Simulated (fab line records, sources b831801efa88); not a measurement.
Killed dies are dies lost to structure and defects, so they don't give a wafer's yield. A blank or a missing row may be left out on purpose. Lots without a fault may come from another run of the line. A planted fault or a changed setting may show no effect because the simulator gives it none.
fab line records | flow sky130
record lots=14 wafers=42 last_day=50
route steps=708 shown VIA1@461 METAL2@485
lots that met no fault: from a run of the same line without faults
start_h: hours from the record's first day to the start of the lot's first wafer shown | wait_h: hours since the lot's step before | " the same as in the row above | L1.1+2: a row that stands for several wafers | - no value, or no start given | * or withheld: withheld | < > ~ a bound
route shown NAME@n: a module of which the file shows steps, and the number in the route of the first | usual: mean/standard deviation of fault-free wafers | same: alike in all rows | chamber/n: place in a boat | sites: the reading at each site | _std_site: their standard deviation | _edge_site: outer sites' mean less inner sites' | radius_mm: how far each site lies from the wafer's centre | mask NAME#n: copy n | behind: the tool/chamber that last shaped the wafer | hold: why the lot was held/for how many hours/how that ended | device: the transistor (n, p or np) that didn't switch | end of line: the same wafers' tests at the end of the route | a step without rows: its recipe alone | killed: dies lost to structure and defects at the first sort, not the wafer's yield | map: a wafer's dies, x killed, . not, _ none there
set.NAME: the setting as run; set.NAME@STEP: as run at that earlier step | model.NAME: the simulator's own value behind a step, which no gauge read
steps of the route over a sample of lots; a table a step, a row a wafer
services: from which hour (start_h, from the record's first day; less than 0 if before it) a tool's chamber was out of use, for how many hours, and why
## steps
# step SKY_VIA1_BOW_MEAS_03
# recipe mode=bow
# usual VIA1_BOW=78/6.3
# columns lot.wafer tool chamber start_h wait_h VIA1_BOW[um]
L481.2 film_metro-02 - 766.26 0.2 72
L481.4 " - " " 86
L481.5 " - " " 75
L482.1 film_metro-03 - 777.37 0.2 79
L482.2 " - " " 72
L482.4 " - " " 83
L483.1 film_metro-01 - 785.09 0.1 71
L483.2 " - " " 71
L483.5 " - " " 74
L484.1 film_metro-03 - 785.91 0.1 68
L484.3 " - " " 72
L484.4 " - " " 80
L486.1 film_metro-02 - 805.78 0.2 78
L486.3 " - " " 72
L486.6 " - " " 70
L490.1 film_metro-03 - 844.36 0.1 72
L490.4 " - " " 80
L490.5 " - " " 85
L491.2 film_metro-02 - 853.96 0.2 87
L491.3 " - " " 77
L491.5 " - " " 82
L494.2 film_metro-03 - 872.20 0.3 66
L494.4 " - " " 74
L494.5 " - " " 84
L496.1 film_metro-03 - 884.30 0.2 91
L496.2 " - " " 77
L496.3 " - " " 87
L497.2 film_metro-01 - 893.61 0.2 66
L497.5 " - " " 78
L497.6 " - " " 73
L499.1 film_metro-02 - 907.18 0.1 86
L499.4 " - " " 77
L499.5 " - " " 63
L502.2 film_metro-01 - 924.77 0.2 79
L502.3 " - " " 88
L502.6 " - " " 79
L503.2 film_metro-01 - 927.71 0.2 87
L503.4 " - " " 78
L503.6 " - " " 84
L504.1 film_metro-01 - 943.31 0.1 73
L504.3 " - " " 66
L504.4 " - " " 72
# step SKY_VIA1_ETCH_14
# recipe chemistry=N2/H2 target=BARC ion_energy_ev=200 source_w=500 bias_w=100 pressure_mtorr=30 n2_flow_sccm=100 h2_flow_sccm=200 stop_on=SiO2 time_s=45.9 target_depth_a=600
# usual bias_w=100.05/0.27 chamber_pressure_mTorr=30.000/0.025 drypump_motor_current_A=5.7/0.33 h2_flow_sccm=200.0/0.58 oes_product_au=0.855/0.0053 rf_fwd_power_W=495.6/1.8 throttle_valve_pct=13.225/0.0095
# columns lot.wafer tool chamber start_h wait_h bias_w chamber_pressure_mTorr drypump_motor_current_A h2_flow_sccm oes_product_au rf_fwd_power_W rf_hours_counter_h throttle_valve_pct
L481.2 rie_diel-01 1 793.55 0.0 99.90 29.994 6.1 200.8 0.850 498.4 2 13.211
L481.4 " 3 " " 99.76 30.051 6.1 200.1 0.850 495.8 11 13.217
L481.5 " 1 " " 99.99 30.053 6.1 199.6 0.855 496.4 - 13.227
L482.1 rie_diel-02 2 803.80 0.0 99.94 29.994 5.3 200.6 0.847 496.8 4 13.221
L482.2 " 0 " " 100.04 29.973 5.4 200.1 0.858 493.0 18 13.229
L482.4 " 1 " " 99.85 29.996 5.8 199.9 0.852 498.8 15 13.215
L483.1 rie_diel-02 3 811.05 0.0 100.21 30.000 5.5 200.9 0.847 494.8 2 13.234
L483.2 " 2 " " 100.06 30.019 5.3 200.3 0.848 494.7 4 13.217
L483.5 " 0 " " 100.05 30.018 5.5 199.9 0.849 493.6 - 13.241
L484.1 rie_diel-04 1 812.80 0.0 99.91 30.005 6.0 199.8 0.850 492.0 6 13.222
L484.3 " 3 " " 100.26 29.996 6.0 199.1 0.862 494.1 6 13.233
L484.4 " 0 " " 100.12 29.965 6.2 200.5 0.863 495.5 22 13.204
L486.1 rie_diel-02 2 832.25 0.0 99.89 29.983 5.3 200.9 0.855 495.0 5 13.221
L486.3 " 0 " " 99.95 30.033 5.5 200.0 0.861 494.0 19 13.226
L486.6 " 2 " " 99.92 30.004 5.3 200.5 0.854 495.3 - 13.230
L490.1 rie_diel-02 3 870.20 0.0 99.74 29.974 5.5 200.4 0.847 497.2 3 13.232
L490.4 " 0 " " 99.69 29.984 5.4 200.0 0.856 494.0 20 13.231
L490.5 " 0 " " 100.00 30.012 5.4 199.4 0.855 496.3 - 13.210
L491.2 rie_diel-02 1 879.20 0.0 100.13 29.972 5.8 200.0 0.855 494.3 17 13.238
L491.3 " 3 " " 100.28 30.022 5.5 199.7 0.850 494.2 4 13.213
L491.5 " 3 " " 99.78 30.009 5.5 200.7 0.856 495.3 - 13.228
L494.2 rie_diel-04 2 897.00 0.0 100.27 30.036 5.2 200.8 0.843 495.2 10 13.229
L494.4 " 3 " " 99.61 30.003 6.0 198.8 0.861 497.0 9 13.217
L494.5 " 2 " " 100.14 30.032 5.2 200.1 0.863 495.6 - 13.240
L496.1 rie_diel-01 1 909.69 0.0 100.17 30.001 6.1 201.1 0.855 496.4 5 13.233
L496.2 " 3 " " 100.02 30.007 6.1 200.4 0.859 495.7 14 13.219
L496.3 " 2 " " 99.95 30.004 5.9 200.5 0.858 496.5 7 13.232
L497.2 rie_diel-01 1 918.44 0.0 99.75 29.943 6.1 200.2 0.862 496.8 5 13.203
L497.5 " 1 " " 99.97 29.982 6.1 199.3 0.855 498.2 - 13.237
L497.6 " 3 " " 99.99 30.051 6.1 200.4 0.865 496.1 - 13.237
L499.1 rie_diel-04 3 932.55 0.0 100.23 29.992 6.0 200.0 0.855 496.5 11 13.230
L499.4 " 1 " " 99.69 29.991 6.0 200.1 0.856 494.5 - 13.230
L499.5 " 3 " " 99.91 30.022 6.0 199.8 0.856 494.2 - 13.216
L502.2 rie_diel-04 1 949.04 0.0 100.26 30.032 6.0 199.3 0.857 494.5 11 13.213
L502.3 " 3 " " 100.19 30.014 6.1 200.7 0.860 496.1 12 13.227
L502.6 " 2 " " 100.02 30.008 5.2 199.7 0.850 496.6 - 13.236
L503.2 rie_diel-04 3 952.80 0.0 99.91 30.006 6.0 199.2 0.858 497.3 12 13.227
L503.4 " 3 " " 100.13 30.016 6.1 199.8 0.846 498.1 - 13.239
L503.6 " 2 " " 100.46 30.021 5.2 200.9 0.846 496.6 - 13.228
L504.1 rie_diel-02 3 968.00 0.0 100.22 29.991 5.5 199.7 0.855 491.9 6 13.227
L504.3 " 2 " " 99.87 29.997 5.3 199.8 0.848 495.2 9 13.212
L504.4 " 0 " " 99.76 30.016 5.4 200.8 0.857 493.3 22 13.220
# step SKY_METAL2_SPUTTER_02
# recipe material=AlCu target_thk_nm=250 power_w=10600 time_s=13.3 chamber_pressure_pa=0.4
# usual throttle_valve_pct=29.8/1
# columns lot.wafer tool chamber start_h wait_h throttle_valve_pct
L481.2 pvd_sputter-02 - 794.95 0.0 29.1
L481.4 " - " " 31.4
L481.5 " - " " 30.9
L482.1 pvd_sputter-01 - 805.16 0.0 28.4
L482.2 " - " " 29.5
L482.4 " - " " 30.8
L483.1 pvd_sputter-03 - 812.41 0.0 29.7
L483.2 " - " " 29.9
L483.5 " - " " 29.6
L484.1 pvd_sputter-01 - 814.16 0.0 28.9
L484.3 " - " " 30.7
L484.4 " - " " 29.2
L486.1 pvd_sputter-02 - 833.94 0.0 31.1
L486.3 " - " " 30.2
L486.6 " - " " 28.7
L490.1 pvd_sputter-01 - 871.56 0.0 28.9
L490.4 " - " " 29.4
L490.5 " - " " 28.5
L491.2 pvd_sputter-01 - 880.56 0.0 28.4
L491.3 " - " " 28.5
L491.5 " - " " 29.4
L494.2 pvd_sputter-02 - 898.36 0.0 28.9
L494.4 " - " " 31.7
L494.5 " - " " 30.3
L496.1 pvd_sputter-02 - 911.14 0.0 31.5
L496.2 " - " " 30.3
L496.3 " - " " 28.9
L497.2 pvd_sputter-03 - 919.84 0.0 29.7
L497.5 " - " " 29.5
L497.6 " - " " 29.8
L499.1 pvd_sputter-03 - 933.91 0.0 30.5
L499.4 " - " " 29.9
L499.5 " - " " 30.4
L502.2 pvd_sputter-01 - 951.12 0.0 28.6
L502.3 " - " " 30.7
L502.6 " - " " 29.4
L503.2 pvd_sputter-02 - 954.47 0.0 31.1
L503.4 " - " " 29.0
L503.6 " - " " 31.6
L504.1 pvd_sputter-01 - 969.40 0.0 28.4
L504.3 " - " " 30.9
L504.4 " - " " 29.2
# step SKY_METAL2_SPUTTER_04
# recipe material=TiN target_thk_nm=70 power_w=6500 time_s=58.3 chamber_pressure_pa=0.4
# usual throttle_valve_pct=29.8/1
# columns lot.wafer tool chamber start_h wait_h throttle_valve_pct
L481.2 pvd_sputter-02 - 794.99 0.0 28.8
L481.4 " - " " 31.1
L481.5 " - " " 31.2
L482.1 pvd_sputter-01 - 805.20 0.0 28.7
L482.2 " - " " 29.2
L482.4 " - " " 30.7
L483.1 pvd_sputter-03 - 812.45 0.0 29.6
L483.2 " - " " 29.9
L483.5 " - " " 29.7
L484.1 pvd_sputter-01 - 814.20 0.0 28.5
L484.3 " - " " 30.9
L484.4 " - " " 29.3
L486.1 pvd_sputter-02 - 833.99 0.0 31.3
L486.3 " - " " 30.5
L486.6 " - " " 29.0
L490.1 pvd_sputter-01 - 871.60 0.0 28.8
L490.4 " - " " 29.3
L490.5 " - " " 28.3
L491.2 pvd_sputter-01 - 880.60 0.0 28.7
L491.3 " - " " 28.5
L491.5 " - " " 29.3
L494.2 pvd_sputter-02 - 898.41 0.0 28.9
L494.4 " - " " 31.6
L494.5 " - " " 30.4
L496.1 pvd_sputter-02 - 911.19 0.0 31.6
L496.2 " - " " 30.5
L496.3 " - " " 29.0
L497.2 pvd_sputter-03 - 919.88 0.0 29.9
L497.5 " - " " 30.0
L497.6 " - " " 29.9
L499.1 pvd_sputter-03 - 933.95 0.0 30.3
L499.4 " - " " 30.0
L499.5 " - " " 30.4
L502.2 pvd_sputter-01 - 951.16 0.0 28.8
L502.3 " - " " 31.0
L502.6 " - " " 29.3
L503.2 pvd_sputter-02 - 954.51 0.0 31.1
L503.4 " - " " 28.9
L503.6 " - " " 31.7
L504.1 pvd_sputter-01 - 969.44 0.0 28.3
L504.3 " - " " 30.9
L504.4 " - " " 29.5
# step SKY_METAL2_RS_MEAS_05
# recipe thk_meas_gauge=four-point-probe reads=TiN_of_METAL2_SPUTTER_04+Ti_of_METAL2_SPUTTER_03+AlCu_of_METAL2_SPUTTER_02+TiN_of_METAL2_SPUTTER_01+Ti_of_METAL2_SPUTTER_00
# usual METAL2_ALCU_RS=0.1272/0.0014
# columns lot.wafer tool chamber start_h wait_h hold METAL2_ALCU_RS[ohm/sq]
L481.2 film_metro-01 - 795.06 0.0 - 0.1257
L481.4 " - " " - 0.1270
L481.5 " - " " - 0.1261
L482.1 film_metro-03 - 805.25 0.0 - 0.1259
L482.2 " - " " - 0.1283
L482.4 " - " " - 0.1272
L483.1 film_metro-03 - 812.50 0.0 - 0.1287
L483.2 " - " " - 0.1267
L483.5 " - " " - 0.1282
L484.1 film_metro-03 - 814.25 0.0 - 0.1290
L484.3 " - " " - 0.1285
L484.4 " - " " - 0.1286
L486.1 film_metro-04 - 834.03 0.0 - 0.1279
L486.3 " - " " - 0.1264
L486.6 " - " " - 0.1263
L490.1 film_metro-04 - 871.65 0.0 await_dispo/0.2h/release 0.0649
L490.4 " - " " await_dispo/0.2h/release 0.0652
L490.5 " - " " await_dispo/0.2h/release 0.0644
L490.1 film_metro-04 - 871.94 0.3 - 0.0649
L490.4 " - " " - 0.0651
L490.5 " - " " - 0.0645
L491.2 film_metro-01 - 880.67 0.0 await_dispo/0.2h/release 0.0660
L491.3 " - " " await_dispo/0.2h/release 0.0656
L491.5 " - " " await_dispo/0.2h/release 0.0660
L491.2 film_metro-01 - 880.96 0.3 - 0.0659
L491.3 " - " " - 0.0654
L491.5 " - " " - 0.0662
L494.2 film_metro-03 - 898.47 0.0 - 0.1275
L494.4 " - " " - 0.1292
L494.5 " - " " - 0.1268
L496.1 film_metro-01 - 911.24 0.0 - 0.1283
L496.2 " - " " - 0.1261
L496.3 " - " " - 0.1278
L497.2 film_metro-01 - 919.95 0.0 - 0.1265
L497.5 " - " " - 0.1260
L497.6 " - " " - 0.1260
L499.1 film_metro-03 - 934.00 0.0 - 0.1282
L499.4 " - " " - 0.1284
L499.5 " - " " - 0.1272
L502.2 film_metro-03 - 951.23 0.0 - 0.1281
L502.3 " - " " - 0.1265
L502.6 " - " " - 0.1282
L503.2 film_metro-01 - 954.58 0.0 - 0.1314
L503.4 " - " " - 0.1288
L503.6 " - " " - 0.1305
L504.1 film_metro-01 - 969.49 0.0 - 0.1252
L504.3 " - " " - 0.1257
L504.4 " - " " - 0.1273
## services
# columns tool chamber start_h hours kind
pvd_sputter-02 - 785.77 3.3 repair
pvd_sputter-02 - 788.76 2.8 repair
rie_diel-02 3 793.05 4.7 repair
pvd_sputter-01 - 794.86 1.2 repair
rie_diel-04 0 813.87 4.2 repair
rie_diel-04 1 814.40 4.0 repair
rie_diel-01 3 818.35 7.0 repair
rie_diel-04 2 830.99 3.2 repair
rie_diel-01 - 846.16 13.5 repair
rie_diel-04 0 853.94 8.6 repair
rie_diel-04 0 865.71 4.8 repair
rie_diel-02 0 866.96 3.0 repair
pvd_sputter-03 - 879.41 2.4 repair
pvd_sputter-02 3 902.52 - consumable_replace:kit
pvd_sputter-02 3 902.52 18.0 scheduled_down
pvd_sputter-02 3 902.52 18.0 vent_cycle
rie_diel-04 1 908.39 10.8 repair
pvd_sputter-03 0 912.60 - consumable_replace:kit
pvd_sputter-03 0 912.60 18.0 scheduled_down
pvd_sputter-03 - 914.68 2.8 repair
pvd_sputter-03 - 917.05 0.6 repair
rie_diel-01 2 917.06 14.8 repair
rie_diel-04 0 938.29 20.2 repair
pvd_sputter-02 - 952.40 1.0 repair
## key
first_sign step=SKY_METAL2_RS_MEAS_05 reading=visit direction=added
effect step=SKY_METAL2_RS_MEAS_05 reading=METAL2_ALCU_RS direction=down sigmas=43 usual=0.1272 struck=0.0654
met_at SKY_METAL2_SPUTTER_02
struck_lots L490,L491
scrapped_behind SKY_METAL2_RS_MEAS_05 L490.1,L490.4,L490.5,L491.2,L491.3,L491.5
not_acting_at SKY_VIA1_BOW_MEAS_03,SKY_VIA1_ETCH_14,SKY_METAL2_SPUTTER_04
onset_between 814.16 871.56
fault kind=process_parameter_drift tool=pvd_sputter-01 chamber=- onset_h=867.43 steps=SKY_METAL2_SPUTTER_02 channel=target_thk_nm offset=231.14 shape=step end_h=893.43 acts_in=these_recipes_only stated=250
